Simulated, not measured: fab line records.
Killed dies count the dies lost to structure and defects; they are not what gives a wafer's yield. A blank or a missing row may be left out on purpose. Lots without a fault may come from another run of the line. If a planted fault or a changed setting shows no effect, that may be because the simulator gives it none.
fab line records	flow sky130
record lots=5	wafers=23
route steps=708 shown CONTACT@415 METAL1@452 VIA1@467 CAPM@544 METAL3@558 CAP2M@605
start_h: hours from the record's first day to the start of the lot's first wafer shown	wait_h: time in hours since the lot's previous step	" repeats the value in the row above	L1.1+2: a row that stands for several wafers	- either no value or no given start	* or withheld: withheld	< > ~ a bound
route shown NAME@n: NAME is a module with steps in the file, n the number in the route of the first one	usual: mean/standard deviation taken from wafers without a fault	same: alike in all rows	chamber/n: place in a boat	sites: each site's reading	_std_site: their standard deviation	_edge_site: mean of outer sites minus mean of inner sites	radius_mm: for every site, how far away it sits from the centre of the wafer	mask NAME#n: copy n	behind: the tool/chamber that last shaped the wafer	hold: what put the lot on hold/how long, in hours/how the hold closed	device: the transistor (n, p or np) that didn't switch	end of line: the route-end tests of the same wafers	a step with no rows: only its recipe	killed: not the wafer's yield, but the dies lost to structure and defects at the first sort	map: a wafer's dies, marking killed ones x, the rest . and places with no die _
set.NAME: the setting that was run; set.NAME@STEP: the one run at that earlier step	model.NAME: the simulator's own value behind a step, which no gauge read
lots run with intentionally changed settings; tables by step, rows by wafer
## steps
# step SKY_CONTACT_COAT_09
# recipe resist=KrF-thick	spin_rpm=3000	resist_thk_nm=450
lot.wafer	tool	chamber	start_h	wait_h	set.resist_thk_nm	model.KrF-thick_of_CONTACT_COAT_09.thk_nm
L075.1	litho_track-01	0	-	-	450	450.3
L075.2	"	0	"	"	450	451.5
L075.5	"	0	"	"	450	449.7
L076.1	litho_track-04	0	-	-	450	451.5
L076.3+5	"	0	"	"	450	449.8
L076.4	"	0	"	"	450	450.7
L076.6	"	0	"	"	450	451
L077.1	litho_track-01	0	-	-	450	451.3
L077.2	"	0	"	"	450	449.7
L077.3	"	0	"	"	450	449.8
L077.5	"	0	"	"	450	451.5
L077.6	"	0	"	"	450	450.3
L082.1	litho_track-03	0	-	-	450	449.5
L082.2	"	0	"	"	433.7	432.2
L082.4	"	0	"	"	433.7	432.9
L082.5	"	0	"	"	450	450.2
L082.6	"	0	"	"	433.7	434
L083.1	litho_track-04	0	-	-	440.4	442
L083.3	"	0	"	"	450	452.2
L083.4	"	0	"	"	440.4	443.6
L083.5	"	0	"	"	440.4	442.6
L083.6	"	0	"	"	450	452.6
# step SKY_CONTACT_SOFTBAKE_10
# recipe temp_c=100	time_s=90	resist=KrF-thick
# step SKY_CONTACT_EXPOSE_11
# recipe mask_id=CTM1	na=0.8	source_shape=annular	sigma_inner=0.55	sigma_outer=0.85	target_cd_nm=170	dose_mj=38
# step SKY_CONTACT_ETCH_16
# recipe chemistry=N2/H2	target=BARC	ion_energy_ev=200	source_w=500	bias_w=100	pressure_mtorr=30	n2_flow_sccm=100	h2_flow_sccm=200	stop_on=SiO2	time_s=45.9	target_depth_a=600
# step SKY_CONTACT_ETCH_17
# recipe target=SiO2	chemistry=C4F8/O2/Ar	stop_on=Si3N4	mask_material=KrF-thick	source_w=1500	bias_w=1200	pressure_mtorr=40	c4f8_flow_sccm=withheld	O2_flow_sccm=6	Ar_flow_sccm=300	time_s=withheld	target_depth_a=3400
lot.wafer	tool	chamber	start_h	wait_h	set.resist_thk_nm@CONTACT_COAT_09	model.KrF-thick_of_CONTACT_COAT_09.thk_nm
L075.1	rie_diel-03	0	737.73	0.0	450	324.8
L075.2	"	3	"	"	450	328.8
L075.5	"	3	"	"	450	327.1
L076.1	rie_diel-02	1	755.89	0.0	450	329.9
L076.3+4	"	2,3	"	"	450	330.3
L076.5	"	1	"	"	450	327.7
L076.6	"	2	"	"	450	331.2
L077.1	rie_diel-04	0	757.19	0.0	450	329.3
L077.2	"	2	"	"	450	326.4
L077.3	"	1	"	"	450	328
L077.5	"	0	"	"	450	329.8
L077.6	"	2	"	"	450	325.8
L082.1	rie_diel-02	1	801.64	0.0	450	328.6
L082.2	"	0	"	"	433.7	310.5
L082.4	"	3	"	"	433.7	312.5
L082.5	"	0	"	"	450	329.2
L082.6	"	1	"	"	433.7	312.3
L083.1	rie_diel-02	3	808.94	0.0	440.4	321.5
L083.3+6	"	1,2	"	"	450	330.7
L083.4	"	2	"	"	440.4	322.2
L083.5	"	3	"	"	440.4	322.6
# step SKY_CONTACT_ETCH_18
# recipe target=Si3N4	chemistry=CHF3/O2	stop_on=TiN	source_w=600	bias_w=200	pressure_mtorr=40	chf3_flow_sccm=50	O2_flow_sccm=5	time_s=39	target_depth_a=750
lot.wafer	tool	chamber	start_h	wait_h	set.resist_thk_nm@CONTACT_COAT_09	model.KrF-thick_of_CONTACT_COAT_09.thk_nm
L075.1	rie_diel-03	0	-	-	450	238.1
L075.2	"	3	"	"	450	245.7
L075.5	"	3	"	"	450	243.4
L076.1	rie_diel-02	1	-	-	450	245.5
L076.3	"	2	"	"	450	248.4
L076.4	"	3	"	"	450	247.6
L076.5	"	1	"	"	450	243.1
L076.6	"	2	"	"	450	249.1
L077.1	rie_diel-04	0	-	-	450	244.9
L077.2	"	2	"	"	450	239.9
L077.3	"	1	"	"	450	243
L077.5	"	0	"	"	450	245.5
L077.6	"	2	"	"	450	239.5
L082.1	rie_diel-02	1	-	-	450	244.3
L082.2	"	0	"	"	433.7	226.1
L082.4	"	3	"	"	433.7	229.2
L082.5	"	0	"	"	450	244.9
L082.6	"	1	"	"	433.7	228.2
L083.1	rie_diel-02	3	-	-	440.4	238.5
L083.3	"	1	"	"	450	246.6
L083.4	"	2	"	"	440.4	237.7
L083.5	"	3	"	"	440.4	240
L083.6	"	2	"	"	450	246.1
# step SKY_CONTACT_STRIP_19
# recipe chemistry=O2/N2	power_w=1400	pressure_mtorr=1500	platen_temp_c=withheld	o2_flow_sccm=3000	n2_flow_sccm=300	overash_fraction=0.5
# usual strip_time_to_endpoint_s=3.64/0.03
lot.wafer	tool	chamber	start_h	wait_h	set.resist_thk_nm@CONTACT_COAT_09	strip_time_to_endpoint_s
L075.1	plasma_asher-04	0	737.82	-	450	3.56
L075.2	"	1	"	"	450	3.65
L075.5	"	0	"	"	450	3.62
L076.1	plasma_asher-03	0	755.98	-	450	3.66
L076.3	"	0	"	"	450	3.68
L076.4	"	1	"	"	450	3.67
L076.5	"	1	"	"	450	3.62
L076.6	"	0	"	"	450	3.68
L077.1	plasma_asher-04	1	757.28	-	450	3.65
L077.2	"	0	"	"	450	3.58
L077.3	"	0	"	"	450	3.64
L077.5	"	0	"	"	450	3.65
L077.6	"	1	"	"	450	3.58
L082.1	plasma_asher-01	0	801.73	-	450	3.66
L082.2	"	1	"	"	433.7	3.46
L082.4	"	0	"	"	433.7	3.47
L082.5	"	1	"	"	450	3.64
L082.6	"	0	"	"	433.7	3.46
L083.1	plasma_asher-01	1	809.03	-	440.4	3.59
L083.3	"	0	"	"	450	3.66
L083.4	"	1	"	"	440.4	3.55
L083.5	"	1	"	"	440.4	3.60
L083.6	"	0	"	"	450	3.66
# step SKY_METAL1_ETCH_18
# recipe chemistry=N2/H2	target=BARC	ion_energy_ev=200	bias_w=100	pressure_mtorr=30	n2_flow_sccm=100	h2_flow_sccm=200	icp_w=500	stop_on=SiO2	time_s=45.9	target_depth_a=600
# usual oes_product_au=0.855/0.004
lot.wafer	tool	chamber	start_h	wait_h	set.time_s	oes_product_au
L075.1	rie_metal-02	1	766.69	0.0	45.9	0.855
L075.2	"	0	"	"	45.9	0.856
L075.5	"	0	"	"	45.9	0.848
L076.1	rie_metal-03	1	784.41	0.0	48.7	0.839
L076.3	"	0	"	"	45.9	0.855
L076.4	"	1	"	"	48.7	0.839
L076.5	"	1	"	"	45.9	0.851
L076.6	"	0	"	"	45.9	0.855
L077.1	rie_metal-02	0	786.03	0.0	45.9	0.854
L077.2	"	1	"	"	45.9	0.853
L077.3	"	1	"	"	45.9	0.851
L077.5	"	0	"	"	45.9	0.854
L077.6	"	1	"	"	45.9	0.859
L082.1	rie_metal-03	1	829.48	0.1	45.9	0.851
L082.2	"	1	"	"	41.63	0.906
L082.4	"	1	"	"	45.9	0.857
L082.5	"	1	"	"	41.63	0.906
L082.6	"	1	"	"	45.9	0.856
L083.1	rie_metal-04	0	837.28	0.1	45.9	0.850
L083.3	"	0	"	"	45.9	0.856
L083.4	"	0	"	"	45.9	0.858
L083.5	"	0	"	"	45.9	0.861
L083.6	"	0	"	"	45.9	0.853
# step SKY_VIA1_EXPOSE_09
# recipe mask_id=VIM	na=0.8	source_shape=annular	sigma_inner=0.55	sigma_outer=0.85	target_cd_nm=150	dose_mj=38
lot.wafer	tool	chamber	start_h	wait_h	mask	set.dose_mj
L075.1+2+5	krf_scanner-01	0	-	-	VIM#0	38
L076.1+5+6	krf_scanner-01	0	-	-	VIM#0	35.94
L076.3+4	"	0	"	"	VIM#0	38
L077.1+6	krf_scanner-01	0	-	-	VIM#0	35.81
L077.2+3+5	"	0	"	"	VIM#0	38
L082.1+5+6	krf_scanner-01	0	-	-	VIM#0	40.72
L082.2+4	"	0	"	"	VIM#0	38
L083.1+3+5	krf_scanner-01	0	-	-	VIM#0	37
L083.4+6	"	0	"	"	VIM#0	38
# step SKY_VIA1_PEB_10
# recipe peb_temp_c=withheld	peb_time_s=withheld	resist=KrF-thick
# step SKY_VIA1_DEVELOP_11
# recipe develop_time_s=60	resist=KrF-thick	dev_temp_c=21
# step SKY_VIA1_CD_MEAS_12
# recipe target_cd_nm=150
# usual cd_nm=149.8/1.5
lot.wafer	tool	chamber	start_h	wait_h	set.dose_mj@VIA1_EXPOSE_09	cd_nm
L075.1	cd_sem-02	-	794.31	-	38	149.9
L075.2	"	-	"	"	38	149.4
L075.5	"	-	"	"	38	150.5
L076.1	cd_sem-02	-	812.36	-	35.94	139.8
L076.3	"	-	"	"	38	150.4
L076.4	"	-	"	"	38	150.8
L076.5	"	-	"	"	35.94	138.7
L076.6	"	-	"	"	35.94	138.9
L077.1	cd_sem-02	-	813.78	-	35.81	139.0
L077.2	"	-	"	"	38	149.4
L077.3	"	-	"	"	38	150.8
L077.5	"	-	"	"	38	149.2
L077.6	"	-	"	"	35.81	138.0
L082.1	cd_sem-01	-	857.34	-	40.72	162.3
L082.2	"	-	"	"	38	149.1
L082.4	"	-	"	"	38	149.7
L082.5	"	-	"	"	40.72	163.7
L082.6	"	-	"	"	40.72	161.8
L083.1	cd_sem-01	-	864.91	-	37	145.2
L083.3	"	-	"	"	37	144.5
L083.4	"	-	"	"	38	150.8
L083.5	"	-	"	"	37	146.5
L083.6	"	-	"	"	38	152.2
# step SKY_VIA1_ETCH_14
# recipe chemistry=N2/H2	target=BARC	ion_energy_ev=200	source_w=500	bias_w=103.9	pressure_mtorr=30	n2_flow_sccm=100	h2_flow_sccm=200	stop_on=SiO2	time_s=45.9	target_depth_a=600
lot.wafer	tool	chamber	start_h	wait_h	set.dose_mj@VIA1_EXPOSE_09	model.VIA1.cd_nm
L075.1+2	rie_diel-01	0,3	794.46	0.0	38	149.9
L075.5	"	2	"	"	38	150.2
L076.1	rie_diel-03	1	812.51	0.0	35.94	140.6
L076.3	"	3	"	"	38	150.4
L076.4	"	2	"	"	38	150
L076.5	"	0	"	"	35.94	137.9
L076.6	"	3	"	"	35.94	138.4
L077.1	rie_diel-04	1	813.93	0.0	35.81	139
L077.2	"	0	"	"	38	148.7
L077.3	"	3	"	"	38	150.9
L077.5	"	3	"	"	38	149.8
L077.6	"	0	"	"	35.81	137.3
L082.1	rie_diel-04	2	857.50	0.0	40.72	161.1
L082.2	"	3	"	"	38	149
L082.4	"	1	"	"	38	148.2
L082.5	"	0	"	"	40.72	162.7
L082.6	"	1	"	"	40.72	160.2
L083.1	rie_diel-01	1	865.06	0.0	37	146
L083.3	"	0	"	"	37	144.7
L083.4	"	3	"	"	38	151.4
L083.5	"	3	"	"	37	147.5
L083.6	"	2	"	"	38	152.4
# step SKY_CAPM_COAT_07
# recipe resist=NOVOLAK	spin_rpm=3000	resist_thk_nm=1140
lot.wafer	tool	chamber	start_h	wait_h	set.resist_thk_nm	model.NOVOLAK_of_CAPM_COAT_07.thk_nm
L075.1	litho_track-03	0	864.93	0.1	1140	1144
L075.2	"	0	"	"	1140	1142
L075.5	"	0	"	"	1140	1140
L076.1	litho_track-02	0	883.96	0.1	1140	1144
L076.3	"	0	"	"	1140	1139
L076.4	"	0	"	"	1140	1138
L076.5	"	0	"	"	1140	1143
L076.6	"	0	"	"	1140	1141
L077.1+2	litho_track-03	0	885.23	0.1	1089	1091
L077.3	"	0	"	"	1140	1142
L077.5	"	0	"	"	1140	1143
L077.6	"	0	"	"	1140	1144
L082.1	litho_track-04	0	926.24	0.1	1197	1197
L082.2	"	0	"	"	1140	1136
L082.4	"	0	"	"	1140	1134
L082.5	"	0	"	"	1197	1195
L082.6	"	0	"	"	1140	1138
L083.1	litho_track-03	0	933.33	0.1	1203	1205
L083.3	"	0	"	"	1203	1202
L083.4	"	0	"	"	1140	1139
L083.5	"	0	"	"	1140	1140
L083.6	"	0	"	"	1140	1143
# step SKY_CAPM_SOFTBAKE_08
# recipe temp_c=90	time_s=60	resist=NOVOLAK
# step SKY_CAPM_EXPOSE_09
# recipe mask_id=CAPM	na=0.6	source_shape=conventional	sigma_outer=0.6	polarization=unpolarized	target_cd_nm=1000	dose_mj=159
# step SKY_CAPM_DEVELOP_11
# recipe resist=NOVOLAK	developer=TMAH	develop_time_s=60	dev_temp_c=23
# step SKY_CAPM_METAL_ETCH_13
# recipe target_depth_nm=220	stop_on=SiO2	chemistry=Cl2/BCl3	target=TiN	pressure_mtorr=10	icp_w=900	bias_w=48.5	Cl2_flow_sccm=60	bcl3_flow_sccm=30	time_s=62.9
lot.wafer	tool	chamber	start_h	wait_h	set.resist_thk_nm@CAPM_COAT_07	model.CAPM.cd_nm
L075.1	rie_metal-04	0	877.78	0.0	1140	996.9
L075.2	"	1	"	"	1140	996.7
L075.5	"	1	"	"	1140	997
L076.1+5	rie_metal-04	0,1	897.38	0.0	1140	1002
L076.3	"	0	"	"	1140	998.8
L076.4	"	1	"	"	1140	999.7
L076.6	"	0	"	"	1140	999.9
L077.1	rie_metal-01	0	898.29	0.0	1089	995.7
L077.2	"	1	"	"	1089	993.1
L077.3	"	0	"	"	1140	1000
L077.5	"	1	"	"	1140	997.1
L077.6	"	0	"	"	1140	1002
L082.1	rie_metal-03	0	939.09	0.0	1197	1007
L082.2	"	1	"	"	1140	1001
L082.4	"	1	"	"	1140	1003
L082.5	"	0	"	"	1197	1009
L082.6	"	1	"	"	1140	1002
L083.1	rie_metal-01	0	946.09	0.0	1203	1006
L083.3	"	1	"	"	1203	1002
L083.4	"	0	"	"	1140	998
L083.5	"	0	"	"	1140	999.2
L083.6	"	1	"	"	1140	998.1
# step SKY_CAPM_STRIP_14
# recipe chemistry=O2/N2	power_w=1400	pressure_mtorr=1500	platen_temp_c=withheld	o2_flow_sccm=3000	n2_flow_sccm=300	overash_fraction=0.5
# usual strip_time_to_endpoint_s=12.69/0.043
lot.wafer	tool	chamber	start_h	wait_h	set.resist_thk_nm@CAPM_COAT_07	strip_time_to_endpoint_s
L075.1	plasma_asher-02	1	877.86	0.1	1140	12.70
L075.2	"	0	"	"	1140	12.71
L075.5	"	1	"	"	1140	12.67
L076.1	plasma_asher-02	1	897.46	0.1	1140	12.72
L076.3	"	0	"	"	1140	12.66
L076.4	"	1	"	"	1140	12.68
L076.5	"	0	"	"	1140	12.75
L076.6	"	1	"	"	1140	12.68
L077.1	plasma_asher-03	1	898.37	0.1	1089	12.11
L077.2	"	0	"	"	1089	12.12
L077.3	"	1	"	"	1140	12.69
L077.5	"	1	"	"	1140	12.71
L077.6	"	0	"	"	1140	12.72
L082.1	plasma_asher-02	0	939.17	0.1	1197	13.24
L082.2	"	1	"	"	1140	12.58
L082.4	"	0	"	"	1140	12.57
L082.5	"	0	"	"	1197	13.24
L082.6	"	1	"	"	1140	12.60
L083.1	plasma_asher-03	0	946.17	0.1	1203	13.32
L083.3	"	0	"	"	1203	13.33
L083.4	"	1	"	"	1140	12.69
L083.5	"	0	"	"	1140	12.68
L083.6	"	1	"	"	1140	12.71
# step SKY_METAL3_COAT_08
# recipe resist=KrF-thick	spin_rpm=3000	resist_thk_nm=1140
lot.wafer	tool	chamber	start_h	wait_h	set.resist_thk_nm	model.KrF-thick_of_METAL3_COAT_08.thk_nm
L075.1	litho_track-01	0	-	-	1140	1145
L075.2	"	0	"	"	1140	1144
L075.5	"	0	"	"	1140	1142
L076.1+3+4	litho_track-04	0	-	-	1190	1187
L076.5+6	"	0	"	"	1140	1138
L077.1	litho_track-01	0	-	-	1093	1091
L077.2	"	0	"	"	1093	1096
L077.3	"	0	"	"	1140	1142
L077.5	"	0	"	"	1140	1137
L077.6	"	0	"	"	1093	1093
L082.1	litho_track-02	0	-	-	1140	1137
L082.2	"	0	"	"	1140	1142
L082.4	"	0	"	"	1140	1140
L082.5	"	0	"	"	1140	1135
L082.6	"	0	"	"	1140	1141
L083.1+6	litho_track-02	0	-	-	1140	1142
L083.3	"	0	"	"	1122	1124
L083.4	"	0	"	"	1122	1125
L083.5	"	0	"	"	1122	1118
# step SKY_CAP2M_SPUTTER_02
# recipe material=TiN	target_thk_nm=200	temp_c=300	power_w=6500	time_s=166.7	chamber_pressure_pa=0.4
lot.wafer	tool	chamber	start_h	wait_h	set.power_w	model.TiN_of_CAP2M_SPUTTER_02.thk_nm
L075.1	pvd_sputter-04	-	932.84	0.1	6500	200.9
L075.2	"	-	"	"	6500	201.3
L075.5	"	-	"	"	6500	197.7
L076.1	pvd_sputter-03	-	950.95	0.1	6500	203.4
L076.3	"	-	"	"	5904	186.8
L076.4	"	-	"	"	6500	206.6
L076.5	"	-	"	"	6500	204.6
L076.6	"	-	"	"	5904	186.1
L077.1	pvd_sputter-04	-	952.50	0.1	6500	201
L077.2	"	-	"	"	6500	203.8
L077.3	"	-	"	"	6500	201.1
L077.5	"	-	"	"	6500	201.3
L077.6	"	-	"	"	6500	201.9
L082.1	pvd_sputter-04	-	991.19	0.1	6500	200
L082.2+6	"	-	"	"	5860	176.8
L082.4	"	-	"	"	6500	198.6
L082.5	"	-	"	"	6500	198.3
L083.1	pvd_sputter-03	-	998.79	0.1	6500	202.2
L083.3	"	-	"	"	6500	203
L083.4	"	-	"	"	6029	188.8
L083.5	"	-	"	"	6029	190.4
L083.6	"	-	"	"	6500	203.9
# step SKY_CAP2M_RS_MEAS_03
# recipe thk_meas_gauge=four-point-probe	reads=TiN_of_CAP2M_SPUTTER_02
# usual CAP2M_TIN_RS=6.86/0.091
lot.wafer	tool	chamber	start_h	wait_h	set.power_w@CAP2M_SPUTTER_02	CAP2M_TIN_RS[ohm/sq]
L075.1	film_metro-01	-	932.95	0.1	6500	6.86
L075.2	"	-	"	"	6500	6.85
L075.5	"	-	"	"	6500	6.99
L076.1	film_metro-01	-	951.06	0.1	6500	6.77
L076.3	"	-	"	"	5904	7.39
L076.4	"	-	"	"	6500	6.67
L076.5	"	-	"	"	6500	6.74
L076.6	"	-	"	"	5904	7.41
L077.1	film_metro-02	-	952.61	0.1	6500	6.88
L077.2	"	-	"	"	6500	6.78
L077.3	"	-	"	"	6500	6.88
L077.5	"	-	"	"	6500	6.88
L077.6	"	-	"	"	6500	6.84
L082.1	film_metro-02	-	991.30	0.1	6500	6.93
L082.2	"	-	"	"	5860	7.85
L082.4	"	-	"	"	6500	6.97
L082.5	"	-	"	"	6500	6.98
L082.6	"	-	"	"	5860	7.83
L083.1	film_metro-04	-	998.90	0.1	6500	6.83
L083.3	"	-	"	"	6500	6.82
L083.4	"	-	"	"	6029	7.32
L083.5	"	-	"	"	6029	7.27
L083.6	"	-	"	"	6500	6.77
# step SKY_CAP2M_THK_MEAS_04
# recipe thk_meas_gauge=xrf	reads=TiN_of_CAP2M_SPUTTER_02
# usual CAP2M_TIN_THK=199.0/2.8
lot.wafer	tool	chamber	start_h	wait_h	set.power_w@CAP2M_SPUTTER_02	CAP2M_TIN_THK[nm]
L075.1	film_metro-01	-	933.07	0.1	6500	196.9
L075.2	"	-	"	"	6500	196.9
L075.5	"	-	"	"	6500	193.5
L076.1	film_metro-01	-	951.18	0.1	6500	198.7
L076.3	"	-	"	"	5904	183.4
L076.4	"	-	"	"	6500	202.2
L076.5	"	-	"	"	6500	200.8
L076.6	"	-	"	"	5904	181.8
L077.1	film_metro-02	-	952.73	0.1	6500	200.1
L077.2	"	-	"	"	6500	202.3
L077.3	"	-	"	"	6500	200.0
L077.5	"	-	"	"	6500	200.0
L077.6	"	-	"	"	6500	200.9
L082.1	film_metro-02	-	991.42	0.1	6500	199.4
L082.2	"	-	"	"	5860	175.8
L082.4	"	-	"	"	6500	197.3
L082.5	"	-	"	"	6500	196.8
L082.6	"	-	"	"	5860	176.2
L083.1	film_metro-04	-	999.02	0.1	6500	199.5
L083.3	"	-	"	"	6500	199.9
L083.4	"	-	"	"	6029	185.2
L083.5	"	-	"	"	6029	187.4
L083.6	"	-	"	"	6500	201.0
# step SKY_CAP2M_DEHYDRATE_05
# recipe temp_c=200	time_s=60
# step SKY_CAP2M_HMDS_06
# recipe prime_time_s=60	prime_temp_c=120
# step SKY_CAP2M_DEVELOP_11
# recipe resist=NOVOLAK	developer=TMAH	develop_time_s=60	dev_temp_c=23
# step SKY_CAP2M_METAL_ETCH_13
# recipe target_depth_nm=220	stop_on=SiO2	chemistry=Cl2/BCl3	target=TiN	pressure_mtorr=10	icp_w=900	bias_w=48.5	Cl2_flow_sccm=60	bcl3_flow_sccm=30	time_s=62.9
# usual oes_product_au=0.944/0.0087
lot.wafer	tool	chamber	start_h	wait_h	set.power_w@CAP2M_SPUTTER_02	oes_product_au
L075.1	rie_metal-02	1	957.46	0.0	6500	0.946
L075.2	"	1	"	"	6500	0.947
L075.5	"	1	"	"	6500	0.935
L076.1	rie_metal-03	1	975.62	0.0	6500	0.952
L076.3	"	1	"	"	5904	0.901
L076.4	"	0	"	"	6500	0.965
L076.5	"	1	"	"	6500	0.951
L076.6	"	0	"	"	5904	0.895
L077.1	rie_metal-02	0	976.76	0.0	6500	0.945
L077.2	"	0	"	"	6500	0.952
L077.3	"	0	"	"	6500	0.935
L077.5	"	0	"	"	6500	0.943
L077.6	"	0	"	"	6500	0.951
L082.1	rie_metal-02	0	1014.66	0.0	6500	0.941
L082.2	"	1	"	"	5860	0.882
L082.4	"	1	"	"	6500	0.937
L082.5	"	0	"	"	6500	0.942
L082.6	"	1	"	"	5860	0.870
L083.1	rie_metal-03	1	1021.87	0.0	6500	0.947
L083.3	"	0	"	"	6500	0.952
L083.4	"	1	"	"	6029	0.914
L083.5	"	1	"	"	6029	0.921
L083.6	"	0	"	"	6500	0.960
## key
split step=SKY_CONTACT_COAT_09	setting=resist_thk_nm	stated=450	by=wafer
response step=SKY_CONTACT_COAT_09	reading=model.KrF-thick_of_CONTACT_COAT_09.thk_nm	change=+4.61	per=1%	r=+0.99
response step=SKY_CONTACT_ETCH_17	reading=model.KrF-thick_of_CONTACT_COAT_09.thk_nm	change=+4.54	per=1%	r=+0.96
response step=SKY_CONTACT_ETCH_18	reading=model.KrF-thick_of_CONTACT_COAT_09.thk_nm	change=+4.37	per=1%	r=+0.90
response step=SKY_CONTACT_STRIP_19	reading=strip_time_to_endpoint_s	change=*	per=1%	r=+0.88
split step=SKY_METAL1_ETCH_18	setting=time_s	stated=45.9	by=wafer
response step=SKY_METAL1_ETCH_18	reading=oes_product_au	change=-0.00455	per=1%	r=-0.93
split step=SKY_VIA1_EXPOSE_09	setting=dose_mj	stated=38	by=wafer
response step=SKY_VIA1_CD_MEAS_12	reading=cd_nm	change=+1.97	per=1%	r=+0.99
response step=SKY_VIA1_ETCH_14	reading=model.VIA1.cd_nm	change=+1.94	per=1%	r=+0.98
split step=SKY_CAPM_COAT_07	setting=resist_thk_nm	stated=1140	by=wafer
response step=SKY_CAPM_COAT_07	reading=model.NOVOLAK_of_CAPM_COAT_07.thk_nm	change=+11.7	per=1%	r=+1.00
response step=SKY_CAPM_METAL_ETCH_13	reading=model.CAPM.cd_nm	change=+1.1	per=1%	r=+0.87
response step=SKY_CAPM_STRIP_14	reading=strip_time_to_endpoint_s	change=*	per=1%	r=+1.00
split step=SKY_METAL3_COAT_08	setting=resist_thk_nm	stated=1140	by=wafer
response step=SKY_METAL3_COAT_08	reading=model.KrF-thick_of_METAL3_COAT_08.thk_nm	change=+11.3	per=1%	r=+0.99
split step=SKY_CAP2M_SPUTTER_02	setting=power_w	stated=6500	by=wafer
response step=SKY_CAP2M_SPUTTER_02	reading=model.TiN_of_CAP2M_SPUTTER_02.thk_nm	change=+2.07	per=1%	r=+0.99
response step=SKY_CAP2M_RS_MEAS_03	reading=CAP2M_TIN_RS	change=-0.0791	per=1%	r=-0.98
response step=SKY_CAP2M_THK_MEAS_04	reading=CAP2M_TIN_THK	change=+2.06	per=1%	r=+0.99
response step=SKY_CAP2M_METAL_ETCH_13	reading=oes_product_au	change=+0.00609	per=1%	r=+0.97
